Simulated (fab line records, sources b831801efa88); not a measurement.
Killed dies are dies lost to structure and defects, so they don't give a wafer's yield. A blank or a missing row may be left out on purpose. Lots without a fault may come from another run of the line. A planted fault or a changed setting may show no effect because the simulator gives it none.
fab line records | flow gf180mcu
record lots=11 wafers=33 last_day=35
route steps=602 shown VT_IMPLANT@121 HV_LDD@212 SALICIDE@286 CONTACT@290
lots that met no fault: from a run of the same line without faults
start_h: hours from the record's first day to the start of the lot's first wafer shown | wait_h: hours since the lot's step before | " the same as in the row above | L1.1+2: a row that stands for several wafers | - no value, or no start given | * or withheld: withheld | < > ~ a bound
route shown NAME@n: a module of which the file shows steps, and the number in the route of the first | usual: mean/standard deviation of fault-free wafers | same: alike in all rows | chamber/n: place in a boat | sites: the reading at each site | _std_site: their standard deviation | _edge_site: outer sites' mean less inner sites' | radius_mm: how far each site lies from the wafer's centre | mask NAME#n: copy n | behind: the tool/chamber that last shaped the wafer | hold: why the lot was held/for how many hours/how that ended | device: the transistor (n, p or np) that didn't switch | end of line: the same wafers' tests at the end of the route | a step without rows: its recipe alone | killed: dies lost to structure and defects at the first sort, not the wafer's yield | map: a wafer's dies, x killed, . not, _ none there
set.NAME: the setting as run; set.NAME@STEP: as run at that earlier step | model.NAME: the simulator's own value behind a step, which no gauge read
steps of the route over a sample of lots; a table a step, a row a wafer
services: from which hour (start_h, from the record's first day; less than 0 if before it) a tool's chamber was out of use, for how many hours, and why
## steps
# step GF_VT_IMPLANT_STRIP_31
# recipe chemistry=O2/N2 power_w=1400 pressure_mtorr=1500 platen_temp_c=250 o2_flow_sccm=3000 n2_flow_sccm=300 overash_fraction=0.5
# usual drypump_motor_current_A=5.7/0.35 heater_power_w=331/22 n2_flow_sccm=300.2/0.97 oes_product_au=0.715/0.0045 platen_temp_c=250.00/0.18 strip_time_to_endpoint_s=12.64/0.037
# columns lot.wafer tool chamber start_h wait_h drypump_motor_current_A heater_power_w n2_flow_sccm oes_product_au platen_temp_c rf_hours_counter_h strip_time_to_endpoint_s
L257.2 plasma_asher-01 1 144.27 0.1 5.7 364 301.3 0.710 249.99 48 12.70
L257.4 " 0 " " 5.7 300 298.8 0.718 250.03 - 12.70
L257.6 " 0 " " 5.7 319 299.6 0.710 250.16 - 12.67
L258.2 plasma_asher-01 0 148.11 0.1 5.6 308 300.6 0.716 250.05 49 12.69
L258.3 " 0 " " 5.7 313 300.3 0.720 250.06 - 12.67
L258.5 " 1 " " 5.7 360 301.0 0.715 250.04 - 12.66
L261.2 plasma_asher-03 1 170.92 0.1 5.6 302 300.2 0.719 250.10 40 12.66
L261.3 " 1 " " 5.6 291 300.3 0.706 249.98 - 12.64
L261.5 " 1 " " 5.6 305 300.5 0.714 249.80 - 12.67
L263.1 plasma_asher-01 0 187.33 0.1 5.7 309 300.4 0.715 249.88 53 12.64
L263.2 " 1 " " 5.7 365 301.5 0.710 250.25 53 12.64
L263.4 " 1 " " 5.7 354 299.7 0.722 250.10 - 12.66
L264.1 plasma_asher-01 0 189.96 0.1 5.7 310 300.6 0.720 249.91 53 12.59
L264.2 " 1 " " 5.7 363 299.5 0.718 250.05 53 12.60
L264.5 " 0 " " 5.7 313 300.5 0.709 250.11 - 12.57
L265.1 plasma_asher-04 0 193.86 0.1 5.3 354 301.4 0.720 249.75 57 12.64
L265.4 " 1 " " 6.2 319 299.8 0.711 249.73 - 12.63
L265.5 " 0 " " 5.3 362 301.8 0.716 250.04 - 12.64
L268.2 plasma_asher-01 0 216.81 0.1 5.6 308 300.2 0.716 249.55 56 12.63
L268.3 " 1 " " 5.7 357 300.5 0.714 249.80 - 12.60
L268.4 " 0 " " 5.6 311 299.8 0.711 249.70 - 12.63
L275.1 plasma_asher-03 1 261.67 0.1 5.6 314 300.6 0.707 250.11 50 12.62
L275.2 " 0 " " 5.1 308 299.8 0.720 250.20 50 12.64
L275.6 " 0 " " 5.1 306 298.4 0.716 250.45 - 12.63
L276.1 plasma_asher-01 0 269.27 0.1 5.6 307 301.5 0.716 249.68 61 12.64
L276.2 " 1 " " 5.7 358 301.3 0.714 249.94 61 12.63
L276.6 " 0 " " 5.6 313 300.5 0.718 249.89 - 12.62
L277.2 plasma_asher-04 1 277.07 0.1 6.2 326 301.5 0.707 249.74 65 12.62
L277.5 " 0 " " 5.3 364 299.0 0.716 249.98 - 12.62
L277.6 " 1 " " 6.2 320 300.3 0.720 249.77 - 12.61
L280.1 plasma_asher-04 1 295.47 0.1 6.2 320 300.2 0.716 250.12 67 12.62
L280.3 " 0 " " 5.3 357 299.6 0.718 250.28 - 12.66
L280.4 " 1 " " 6.2 325 299.3 0.714 250.27 - 12.65
# step GF_HV_LDD_IMPLANT_36
# recipe species=P energy_kev=60 dose_cm2=7.5e+12 tilt_deg=30 rotation_deg=270
# usual dose_ions_cm2=7.5e+12/8.1e+09 faraday_current_uA=42.3/0.89
# columns lot.wafer tool chamber start_h wait_h dose_ions_cm2 faraday_current_uA
L257.2 implanter-04 0 261.50 0.1 7.493e+12 42.9
L257.4 " 0 " " 7.499e+12 42.1
L257.6 " 0 " " 7.497e+12 41.6
L258.2 implanter-03 0 265.32 0.1 7.506e+12 42.7
L258.3 " 0 " " 7.501e+12 41.8
L258.5 " 0 " " 7.499e+12 41.9
L261.2 implanter-03 0 290.76 0.1 7.505e+12 42.9
L261.3 " 0 " " 7.504e+12 42.6
L261.5 " 0 " " 7.499e+12 41.0
L263.1 implanter-04 0 314.89 0.1 7.503e+12 42.1
L263.2 " 0 " " 7.497e+12 43.1
L263.4 " 0 " " 7.501e+12 43.3
L264.1 implanter-03 0 317.39 0.1 7.501e+12 43.2
L264.2 " 0 " " 7.486e+12 42.0
L264.5 " 0 " " 7.504e+12 42.0
L265.1 implanter-02 0 318.44 0.1 7.506e+12 42.0
L265.4 " 0 " " 7.494e+12 41.8
L265.5 " 0 " " 7.497e+12 43.0
L268.2 implanter-02 0 344.36 0.1 7.505e+12 43.5
L268.3 " 0 " " 7.499e+12 42.1
L268.4 " 0 " " 7.502e+12 41.9
L275.1 implanter-04 0 403.72 0.1 1.0953e+13 61.6
L275.2 " 0 " " 1.0947e+13 63.2
L275.6 " 0 " " 1.0947e+13 64.2
L276.1 implanter-04 0 414.62 0.1 1.0977e+13 61.9
L276.2 " 0 " " 1.0973e+13 58.8
L276.6 " 0 " " 1.0979e+13 61.8
L277.2 implanter-04 0 426.64 0.1 1.0972e+13 62.3
L277.5 " 0 " " 1.0973e+13 61.1
L277.6 " 0 " " 1.0964e+13 61.8
L280.1 implanter-02 0 449.12 0.1 7.503e+12 42.1
L280.3 " 0 " " 7.502e+12 43.1
L280.4 " 0 " " 7.489e+12 41.5
# step GF_HV_LDD_TW_MEAS_38
# usual HV_LDD_3_TW=1435/6.3
# columns lot.wafer tool chamber start_h wait_h HV_LDD_3_TW
L257.2 film_metro-02 - 261.73 0.1 1435
L257.4 " - " " 1432
L257.6 " - " " 1435
L258.2 film_metro-04 - 265.55 0.1 1439
L258.3 " - " " 1439
L258.5 " - " " 1440
L261.2 film_metro-01 - 291.00 0.1 1436
L261.3 " - " " 1433
L261.5 " - " " 1441
L263.1 film_metro-02 - 315.14 0.1 1436
L263.2 " - " " 1432
L263.4 " - " " 1431
L264.1 film_metro-02 - 317.64 0.1 1447
L264.2 " - " " 1435
L264.5 " - " " 1437
L265.1 film_metro-02 - 318.69 0.1 1443
L265.4 " - " " 1442
L265.5 " - " " 1441
L268.2 film_metro-01 - 344.60 0.1 1426
L268.3 " - " " 1440
L268.4 " - " " 1438
L275.1 film_metro-01 - 403.97 0.1 1476
L275.2 " - " " 1480
L275.6 " - " " 1478
L276.1 film_metro-01 - 414.87 0.1 1484
L276.2 " - " " 1484
L276.6 " - " " 1481
L277.2 film_metro-01 - 426.88 0.1 1474
L277.5 " - " " 1481
L277.6 " - " " 1483
L280.1 film_metro-02 - 449.37 0.1 1435
L280.3 " - " " 1438
L280.4 " - " " 1445
# step GF_HV_LDD_RS_MEAS_53
# recipe thk_meas_gauge=four-point-probe
# usual HV_LDD_RS=418.2/1
# columns lot.wafer tool chamber start_h wait_h HV_LDD_RS[ohm/sq]
L257.2 film_metro-02 - 282.17 0.1 415.9
L257.4 " - " " 417.2
L257.6 " - " " 416.3
L258.2 film_metro-02 - 286.29 0.1 417.6
L258.3 " - " " 418.2
L258.5 " - " " 419.7
L261.2 film_metro-02 - 311.54 0.1 419.4
L261.3 " - " " 418.9
L261.5 " - " " 420.0
L263.1 film_metro-01 - 336.10 0.1 418.0
L263.2 " - " " 416.8
L263.4 " - " " 418.1
L264.1 film_metro-02 - 338.10 0.1 419.6
L264.2 " - " " 419.8
L264.5 " - " " 418.4
L265.1 film_metro-02 - 339.41 0.1 418.0
L265.4 " - " " 417.2
L265.5 " - " " 418.1
L268.2 film_metro-02 - 366.94 0.1 418.4
L268.3 " - " " 416.8
L268.4 " - " " 417.3
L275.1 film_metro-01 - 428.90 0.1 409.2
L275.2 " - " " 410.4
L275.6 " - " " 409.5
L276.1 film_metro-02 - 440.61 0.1 410.6
L276.2 " - " " 409.3
L276.6 " - " " 411.1
L277.2 film_metro-01 - 451.98 0.1 409.8
L277.5 " - " " 408.3
L277.6 " - " " 410.0
L280.1 film_metro-01 - 474.48 0.1 417.2
L280.3 " - " " 417.1
L280.4 " - " " 417.7
# step GF_SALICIDE_RTA_08
# recipe temp_c=800 time_s=30 ambient=N2
# usual anneal_temp_c_max=803.2/0.88 lamp_power_pct=18.21/0.24 wafer_temp_C_max=806.0/1.2
# same time_s=30
# columns lot.wafer tool chamber start_h wait_h anneal_temp_c_max lamp_power_pct wafer_temp_C_max
L257.2 rtp_anneal-02 0 348.52 0.0 803.2 18.03 806.2
L257.4 " 0 " " 801.8 17.98 805.3
L257.6 " 0 " " 802.5 18.02 807.9
L258.2 rtp_anneal-01 0 353.60 0.0 803.4 18.48 805.3
L258.3 " 0 " " 802.7 18.52 804.7
L258.5 " 0 " " 803.9 18.53 806.1
L261.2 rtp_anneal-01 0 382.43 0.0 805.6 18.48 807.0
L261.3 " 0 " " 803.8 18.49 805.3
L261.5 " 0 " " 803.7 18.48 804.5
L263.1 rtp_anneal-02 0 407.92 0.0 803.2 18.05 806.8
L263.2 " 0 " " 803.1 18.03 807.4
L263.4 " 0 " " 802.8 18.03 806.1
L264.1 rtp_anneal-02 0 412.01 0.0 802.6 18.00 808.5
L264.2 " 0 " " 803.3 18.03 805.2
L264.5 " 0 " " 802.9 18.04 805.5
L265.1 rtp_anneal-02 0 413.71 0.0 802.6 18.00 805.2
L265.4 " 0 " " 803.4 18.01 806.3
L265.5 " 0 " " 802.9 18.00 807.4
L268.2 rtp_anneal-01 0 442.05 0.0 806.2 18.50 804.8
L268.3 " 0 " " 803.5 18.48 805.5
L268.4 " 0 " " 803.4 18.46 806.9
L275.1 rtp_anneal-02 0 507.29 0.0 803.3 18.02 805.1
L275.2 " 0 " " 802.4 18.00 807.6
L275.6 " 0 " " 802.7 18.02 805.5
L276.1 rtp_anneal-01 0 518.60 0.0 803.0 18.50 805.2
L276.2 " 0 " " 804.0 18.49 805.4
L276.6 " 0 " " 804.5 18.49 806.7
L277.2 rtp_anneal-01 0 530.61 0.0 803.5 18.49 805.4
L277.5 " 0 " " 804.6 18.47 805.1
L277.6 " 0 " " 804.0 18.51 804.3
L280.1 rtp_anneal-01 0 549.68 0.0 803.6 18.49 805.6
L280.3 " 0 " " 804.5 18.50 807.4
L280.4 " 0 " " 806.0 18.49 806.8
# step GF_CONTACT_THK_MEAS_03
# recipe reads=SiO2_of_CONTACT_CVD_02
# usual CONTACT_CVD_02_THK=859/12
# columns lot.wafer tool chamber start_h wait_h CONTACT_CVD_02_THK[nm]
L257.2 film_metro-02 - 348.78 0.0 826
L257.4 " - " " 856
L257.6 " - " " 833
L258.2 film_metro-02 - 353.87 0.0 848
L258.3 " - " " 858
L258.5 " - " " 866
L261.2 film_metro-04 - 382.70 0.0 858
L261.3 " - " " 869
L261.5 " - " " 868
L263.1 film_metro-01 - 408.19 0.0 857
L263.2 " - " " 858
L263.4 " - " " 862
L264.1 film_metro-01 - 412.28 0.0 843
L264.2 " - " " 867
L264.5 " - " " 869
L265.1 film_metro-02 - 413.98 0.0 851
L265.4 " - " " 873
L265.5 " - " " 863
L268.2 film_metro-02 - 442.32 0.0 847
L268.3 " - " " 867
L268.4 " - " " 868
L275.1 film_metro-04 - 507.56 0.0 858
L275.2 " - " " 851
L275.6 " - " " 884
L276.1 film_metro-04 - 518.87 0.0 845
L276.2 " - " " 856
L276.6 " - " " 861
L277.2 film_metro-02 - 530.88 0.0 861
L277.5 " - " " 867
L277.6 " - " " 866
L280.1 film_metro-02 - 549.95 0.0 850
L280.3 " - " " 859
L280.4 " - " " 868
## services
# columns tool chamber start_h hours kind
implanter-04 - 121.67 2.9 pm
plasma_asher-04 - 129.39 5.7 repair
plasma_asher-01 - 161.15 2.8 pm
implanter-03 - 184.61 0.5 repair
implanter-02 - 210.65 2.5 repair
implanter-03 - 212.80 5.4 pm
implanter-02 - 237.69 2.1 pm
implanter-04 - 254.43 5.4 pm
plasma_asher-01 - 273.24 0.6 repair
plasma_asher-01 - 319.56 0.4 repair
implanter-03 - 319.78 2.3 repair
implanter-03 - 411.00 5.0 pm
implanter-03 - 418.36 2.8 repair
plasma_asher-01 - 421.25 9.0 pm
implanter-04 - 455.45 2.1 repair
plasma_asher-03 - 468.84 1.1 repair
plasma_asher-04 - 475.49 7.3 repair
rtp_anneal-02 - 487.29 1.7 repair
rtp_anneal-01 - 490.33 3.3 pm
plasma_asher-01 - 492.92 2.5 repair
plasma_asher-03 - 501.71 2.8 pm
implanter-04 - 504.10 1.0 repair
implanter-04 - 511.98 5.9 repair
plasma_asher-03 - 534.48 2.7 repair
## key
first_sign step=GF_HV_LDD_IMPLANT_36 reading=dose_ions_cm2 direction=up sigmas=99+ usual=7.5e+12 struck=1.0965e+13
effect step=GF_HV_LDD_IMPLANT_36 reading=faraday_current_uA direction=up sigmas=22 usual=42.3 struck=61.9
effect step=GF_HV_LDD_TW_MEAS_38 reading=HV_LDD_3_TW direction=up sigmas=7.2 usual=1435 struck=1480
effect step=GF_HV_LDD_RS_MEAS_53 reading=HV_LDD_RS direction=down sigmas=8.1 usual=418.2 struck=409.8
met_at GF_HV_LDD_IMPLANT_36
struck_lots L275,L276,L277
tester_left_out L275,L276,L277
not_acting_at GF_VT_IMPLANT_STRIP_31,GF_SALICIDE_RTA_08,GF_CONTACT_THK_MEAS_03
onset_between 314.89 403.72
fault kind=process_parameter_drift tool=implanter-04 chamber=- onset_h=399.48 steps=GF_HV_LDD_IMPLANT_36 channel=dose_cm2 offset=3.4712e+12 shape=step end_h=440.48 acts_in=these_recipes_only stated=7.5e+12
# tester_left_out: of these lots the tester's yield and bins aren't shown, on N5 and GAA mostly nor the transistor test; their killed dies are dies lost to structure and defects alone, not to doping, threshold or leakage, so they don't give the yield
